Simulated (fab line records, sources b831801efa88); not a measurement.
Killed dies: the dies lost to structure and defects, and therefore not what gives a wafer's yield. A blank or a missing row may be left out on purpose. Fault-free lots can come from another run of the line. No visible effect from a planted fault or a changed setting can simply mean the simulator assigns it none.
fab line records    flow sfq-line
record: lots: 14  wafers: 42  last-day: 91
route steps=325 shown M5@205 M6@262 I6@268 M7@294
lots untouched by any fault: they come from a run of this same line in which no faults occurred
start-h: start of the lot's first displayed wafer, in hours after the record's first day    wait-h: hours from the lot's prior step to this one    " identical to the entry in the row above    L1.1+2: a row that stands for several wafers    - no value present, or no start provided    * or withheld: withheld    < > ~ a bound
route shown NAME@n: NAME is a module with steps in the file, n the number in the route of the first one    usual: average and standard deviation across the fault-free wafers    same: alike in all rows    chamber/n: place in a boat    sites: each site's reading    _std_site: standard deviation of those values    _edge_site: the outer-site mean with the inner-site mean subtracted    radius-mm: for every site, how far away it sits from the centre of the wafer    mask NAME#n: copy n    behind: the last tool/chamber to shape the wafer    hold: cause of the lot's hold/its duration in hours/its outcome    device: the n, p or np transistor that did not switch    end of line: tests run on the same wafers once the route is complete    a step without rows: its recipe alone    killed: dies lost to structure and defects at the first sort, not the wafer's yield    map: the dies of a wafer, with x for killed, . for not killed, _ for no die there
set.NAME: the setting as run; set.NAME@STEP: as run at that earlier step    model.NAME: the simulator's own value behind a step, which no gauge read
route steps across a sampled set of lots; one table per step, one row per wafer
services: a tool's chamber out of use, with start hour (start-h, from the record's first day; less than 0 if before it), hours out, and reason
== steps ==
step: SFQ_TRILAYER_M5_BARC_OPEN_METAL_ETCH_161
recipe: mask-material: PR  chemistry: O2  target-depth-nm: 125  target: BARC  icp-w: 600  bias-w: 80  pressure-mtorr: 10  time-s: 41.7
usual: bias-w: 79.99/0.25  drypump-motor-current-A: 5.6/0.55  oes-product-au: 0.685/0.005
lot.wafer  tool          chamber  start-h  wait-h  bias-w  drypump-motor-current-A  oes-product-au  rf-hours-counter-h
L750.2     rie-metal-02  0        1356.16  0.0     80.00   6.3                      0.683           85
L750.4     "             1        "        "       79.80   5.1                      0.687           -
L750.5     "             0        "        "       79.84   6.3                      0.683           -
L751.3     rie-metal-02  1        1363.38  0.0     79.72   5.1                      0.679           -
L751.5     "             1        "        "       79.57   5.1                      0.684           -
L751.6     "             0        "        "       79.95   6.3                      0.682           -
L752.1     rie-metal-02  1        1365.76  0.0     79.87   5.1                      0.689           27
L752.4     "             1        "        "       79.69   5.1                      0.686           -
L752.6     "             1        "        "       79.75   5.0                      0.689           -
L756.2     rie-metal-02  0        1378.96  0.0     79.94   6.3                      0.682           90
L756.4     "             0        "        "       80.45   6.3                      0.686           -
L756.6     "             1        "        "       80.29   5.1                      0.687           -
L757.3     rie-metal-02  1        1382.58  0.0     80.25   5.1                      0.688           -
L757.4     "             0        "        "       80.25   6.3                      0.684           -
L757.6     "             1        "        "       80.11   5.1                      0.678           -
L758.1     rie-metal-02  1        1386.16  0.0     80.34   5.1                      0.686           31
L758.2     "             0        "        "       80.12   6.3                      0.682           92
L758.6     "             1        "        "       80.13   5.1                      0.688           -
L759.2     rie-metal-02  0        1411.38  0.0     80.20   6.3                      0.674           96
L759.3     "             0        "        "       80.15   6.3                      0.685           -
L759.5     "             0        "        "       80.22   6.3                      0.686           -
L760.1     rie-metal-01  1        1436.11  0.0     80.49   6.6                      0.685           64
L760.2     "             0        "        "       80.06   5.5                      0.691           1
L760.4     "             1        "        "       80.27   6.6                      0.686           -
L762.3     rie-metal-03  1        1439.73  0.0     79.82   5.3                      0.687           -
L762.5     "             0        "        "       79.70   5.5                      0.690           -
L762.6     "             1        "        "       79.88   5.2                      0.683           -
L763.1     rie-metal-02  1        1443.31  0.0     79.98   5.1                      0.688           41
L763.3     "             1        "        "       79.86   5.1                      0.687           -
L763.4     "             0        "        "       80.22   6.3                      0.683           -
L765.2     rie-metal-02  1        1453.03  0.0     79.68   5.1                      0.691           42
L765.3     "             1        "        "       79.22   5.1                      0.685           -
L765.5     "             0        "        "       79.87   6.3                      0.685           -
L771.2     rie-metal-03  0        1503.81  0.0     80.16   5.5                      0.688           45
L771.3     "             1        "        "       79.96   5.2                      0.690           -
L771.4     "             0        "        "       80.22   5.5                      0.687           -
L772.1     rie-metal-01  0        1508.14  0.0     80.05   5.5                      0.690           9
L772.5     "             1        "        "       80.21   6.6                      0.683           -
L772.6     "             0        "        "       79.78   5.5                      0.679           -
L773.2     rie-metal-03  1        1514.42  0.0     79.88   5.2                      0.686           -
L773.3     "             1        "        "       79.36   5.2                      0.698           -
L773.5     "             1        "        "       80.10   5.2                      0.681           -
step: SFQ_TRILAYER_M6_BARC_OPEN_METAL_ETCH_206
recipe: mask-material: PR  chemistry: O2  target-depth-nm: 125  target: BARC  icp-w: 600  bias-w: 80  pressure-mtorr: 10  time-s: 41.7
usual: bias-w: 80.02/0.23  drypump-motor-current-A: 5.6/0.49  oes-product-au: 0.688/0.0045
lot.wafer  tool          chamber  start-h  wait-h  bias-w  drypump-motor-current-A  oes-product-au  rf-hours-counter-h
L750.2     rie-metal-02  0        1709.60  0.0     79.78   6.3                      0.683           134
L750.4     "             1        "        "       80.17   5.1                      0.688           -
L750.5     "             1        "        "       80.03   5.1                      0.686           -
L751.3     rie-metal-02  1        1712.09  0.0     80.16   5.1                      0.692           -
L751.5     "             0        "        "       80.03   6.3                      0.686           -
L751.6     "             1        "        "       79.74   5.1                      0.696           -
L752.1     rie-metal-03  0        1714.47  0.0     80.29   5.5                      0.690           72
L752.4     "             0        "        "       80.55   5.5                      0.691           -
L752.6     "             0        "        "       80.27   5.5                      0.683           -
L756.2     rie-metal-02  0        1730.00  0.0     80.38   6.3                      0.683           137
L756.4     "             0        "        "       79.92   6.3                      0.696           -
L756.6     "             0        "        "       80.14   6.3                      0.688           -
L757.3     rie-metal-03  1        1733.62  0.0     80.14   5.3                      0.680           -
L757.4     "             0        "        "       79.74   5.5                      0.686           -
L757.6     "             0        "        "       79.93   5.5                      0.680           -
L758.1     rie-metal-03  0        1743.32  0.0     79.88   5.5                      0.688           75
L758.2     "             1        "        "       80.15   5.2                      0.685           48
L758.6     "             0        "        "       79.69   5.5                      0.683           -
L759.2     rie-metal-03  0        1763.85  0.0     80.10   5.5                      0.690           77
L759.3     "             0        "        "       80.00   5.5                      0.681           -
L759.5     "             1        "        "       80.21   5.3                      0.687           -
L760.1     rie-metal-02  1        1786.65  0.0     80.04   5.0                      0.689           88
L760.2     "             0        "        "       79.91   6.3                      0.689           0
L760.4     "             1        "        "       80.07   5.0                      0.685           -
L762.3     rie-metal-03  1        1797.59  0.0     79.61   5.3                      0.687           -
L762.5     "             0        "        "       79.90   5.5                      0.684           -
L762.6     "             1        "        "       79.16   5.3                      0.683           -
L763.1     rie-metal-02  1        1802.50  0.0     79.72   5.1                      0.686           90
L763.3     "             0        "        "       79.83   6.3                      0.689           -
L763.4     "             1        "        "       79.96   5.1                      0.690           -
L765.2     rie-metal-02  1        1808.50  0.0     79.93   5.1                      0.685           91
L765.3     "             1        "        "       80.16   5.1                      0.693           -
L765.5     "             1        "        "       79.92   5.0                      0.694           -
L771.2     rie-metal-02  1        1851.03  0.0     86.64   5.1                      0.692           98
L771.3     "             1        "        "       86.88   5.1                      0.686           -
L771.4     "             0        "        "       86.55   6.3                      0.692           -
L772.1     rie-metal-02  0        1853.43  0.0     86.66   6.3                      0.687           11
L772.5     "             1        "        "       86.74   5.1                      0.687           -
L772.6     "             0        "        "       86.68   6.3                      0.693           -
L773.2     rie-metal-03  1        1857.03  0.0     80.02   5.2                      0.699           62
L773.3     "             1        "        "       80.07   5.2                      0.692           -
L773.5     "             0        "        "       80.20   5.5                      0.700           -
step: SFQ_I6_BOW_MEAS_941
recipe: mode: bow
usual: I6_BOW: 4/10
lot.wafer  tool           chamber  start-h  wait-h  I6_BOW[um]
L750.2     film-metro-02  -        1715.46  1.5     -13
L750.4     "              -        "        "       -13
L750.5     "              -        "        "       -17
L751.3     film-metro-03  -        1716.17  2.0     8
L751.5     "              -        "        "       8
L751.6     "              -        "        "       23
L752.1     film-metro-02  -        1718.53  2.0     5
L752.4     "              -        "        "       -1
L752.6     "              -        "        "       -5
L756.2     film-metro-03  -        1734.06  2.0     -4
L756.4     "              -        "        "       1
L756.6     "              -        "        "       3
L757.3     film-metro-02  -        1737.68  1.5     -1
L757.4     "              -        "        "       9
L757.6     "              -        "        "       5
L758.1     film-metro-02  -        1747.36  1.5     -12
L758.2     "              -        "        "       -2
L758.6     "              -        "        "       -14
L759.2     film-metro-01  -        1767.91  2.5     -1
L759.3     "              -        "        "       7
L759.5     "              -        "        "       -3
L760.1     film-metro-02  -        1790.89  1.5     5
L760.2     "              -        "        "       22
L760.4     "              -        "        "       12
L762.3     film-metro-03  -        1802.31  1.0     20
L762.5     "              -        "        "       14
L762.6     "              -        "        "       27
L763.1     film-metro-03  -        1811.27  2.5     0
L763.3     "              -        "        "       -12
L763.4     "              -        "        "       3
L765.2     film-metro-01  -        1818.25  1.5     -24
L765.3     "              -        "        "       -27
L765.5     "              -        "        "       -26
L771.2     film-metro-03  -        1855.09  2.0     -2
L771.3     "              -        "        "       -4
L771.4     "              -        "        "       3
L772.1     film-metro-03  -        1858.07  1.0     10
L772.5     "              -        "        "       18
L772.6     "              -        "        "       4
L773.2     film-metro-02  -        1861.09  1.5     12
L773.3     "              -        "        "       7
L773.5     "              -        "        "       15
step: SFQ_TRILAYER_M7_STRIP_STRIP_181
recipe: gas: O2  power-w: 200  platen-temp-c: 40  overash-fraction: 0.65  chemistry: O2  pressure-mtorr: 50
usual: drypump-motor-current-A: 5.8/0.46  oes-product-au: 0.999/0.011
same: overash-fraction: 0.65
lot.wafer  tool          chamber  start-h  wait-h  drypump-motor-current-A  oes-product-au  rf-hours-counter-h
L750.2     rie-metal-04  1        1828.41  0.1     6.2                      1.024           52
L750.4     "             0        "        "       6.1                      1.005           -
L750.5     "             1        "        "       6.2                      1.009           -
L751.3     rie-metal-04  0        1831.01  0.2     6.2                      0.995           -
L751.5     "             1        "        "       6.2                      1.015           -
L751.6     "             0        "        "       6.2                      1.000           -
L752.1     rie-metal-03  1        1834.41  0.1     5.2                      0.996           58
L752.4     "             0        "        "       5.5                      1.011           -
L752.6     "             0        "        "       5.5                      1.005           -
L756.2     rie-metal-03  1        1932.08  0.1     5.2                      0.993           72
L756.4     "             0        "        "       5.5                      1.007           -
L756.6     "             0        "        "       5.5                      0.999           -
L757.3     rie-metal-03  0        1935.88  0.2     5.4                      1.002           -
L757.4     "             1        "        "       5.2                      0.980           -
L757.6     "             0        "        "       5.5                      1.012           -
L758.1     rie-metal-01  0        1944.08  0.1     5.5                      0.991           57
L758.2     "             1        "        "       6.6                      0.994           127
L758.6     "             1        "        "       6.6                      0.988           -
L759.2     rie-metal-04  1        1968.20  0.1     6.2                      1.012           73
L759.3     "             0        "        "       6.2                      1.005           -
L759.5     "             1        "        "       6.2                      1.014           -
L760.1     rie-metal-01  1        1985.13  0.1     6.6                      0.995           133
L760.2     "             0        "        "       5.5                      0.985           63
L760.4     "             1        "        "       6.6                      0.985           -
L762.3     rie-metal-01  1        1993.73  0.2     6.6                      0.992           -
L762.5     "             0        "        "       5.5                      0.989           -
L762.6     "             1        "        "       6.6                      1.000           -
L763.1     rie-metal-01  0        2000.91  0.2     5.5                      0.991           67
L763.3     "             0        "        "       5.5                      0.983           -
L763.4     "             0        "        "       5.5                      0.980           -
L765.2     rie-metal-01  0        2005.91  0.4     5.5                      1.006           -
L765.3     "             0        "        "       5.5                      0.988           -
L765.5     "             0        "        "       5.5                      0.994           -
L771.2     rie-metal-01  1        2028.68  0.1     6.6                      1.005           2
L771.3     "             1        "        "       6.5                      0.999           -
L771.4     "             0        "        "       5.5                      1.003           -
L772.1     rie-metal-04  1        2031.08  0.1     6.2                      1.018           80
L772.5     "             1        "        "       6.2                      1.014           -
L772.6     "             0        "        "       6.2                      0.991           -
L773.2     rie-metal-01  1        2032.41  0.1     6.5                      0.994           2
L773.3     "             1        "        "       6.6                      0.999           -
L773.5     "             1        "        "       6.6                      0.990           -
== services ==
tool          chamber  start-h  hours  kind
rie-metal-02  0        1347.11  6.4    repair
rie-metal-01  -        1388.04  2.8    pm
rie-metal-02  -        1388.53  0.8    repair
rie-metal-03  -        1400.59  15.6   pm
rie-metal-04  1        1474.47  11.9   repair
rie-metal-01  -        1511.03  1.4    pm
rie-metal-03  0        1514.09  16.6   repair
rie-metal-02  0        1535.27  1.0    repair
rie-metal-02  -        1536.34  0.7    repair
rie-metal-01  0        1536.56  24.5   repair
rie-metal-04  -        1538.10  2.8    pm
rie-metal-02  0        1571.95  20.8   repair
rie-metal-02  -        1574.88  2.8    pm
rie-metal-01  -        1712.96  14.6   pm
rie-metal-02  1        1753.74  1.1    repair
rie-metal-03  1        1781.91  9.6    repair
rie-metal-04  -        1869.71  0.3    repair
rie-metal-04  -        1873.29  0.4    repair
rie-metal-01  -        1883.04  1.2    repair
rie-metal-02  0        1938.54  29.9   repair
rie-metal-03  1        1962.29  14.9   repair
rie-metal-02  -        1991.75  14.6   pm
rie-metal-04  -        2009.30  14.6   pm
rie-metal-03  1        2020.33  4.7    repair
== key ==
first-sign: step: SFQ_TRILAYER_M6_BARC_OPEN_METAL_ETCH_206  reading: bias-w  direction: up  sigmas: 28  usual: 80.02  struck: 86.69
effect none on later readings
met-at SFQ_TRILAYER_M6_BARC_OPEN_METAL_ETCH_206
struck-lots L771,L772
not-acting-at SFQ_TRILAYER_M5_BARC_OPEN_METAL_ETCH_161,SFQ_I6_BOW_MEAS_941,SFQ_TRILAYER_M7_STRIP_STRIP_181
onset-between 1808.50 1851.03
fault: kind: process-parameter-drift  tool: rie-metal-02  chamber: -  onset-h: 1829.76  steps: SFQ_TRILAYER_M6_BARC_OPEN_METAL_ETCH_206  channel: bias-w  offset: 6.7357  shape: step  end-h: 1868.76  acts-in: these-recipes-only  stated: 80
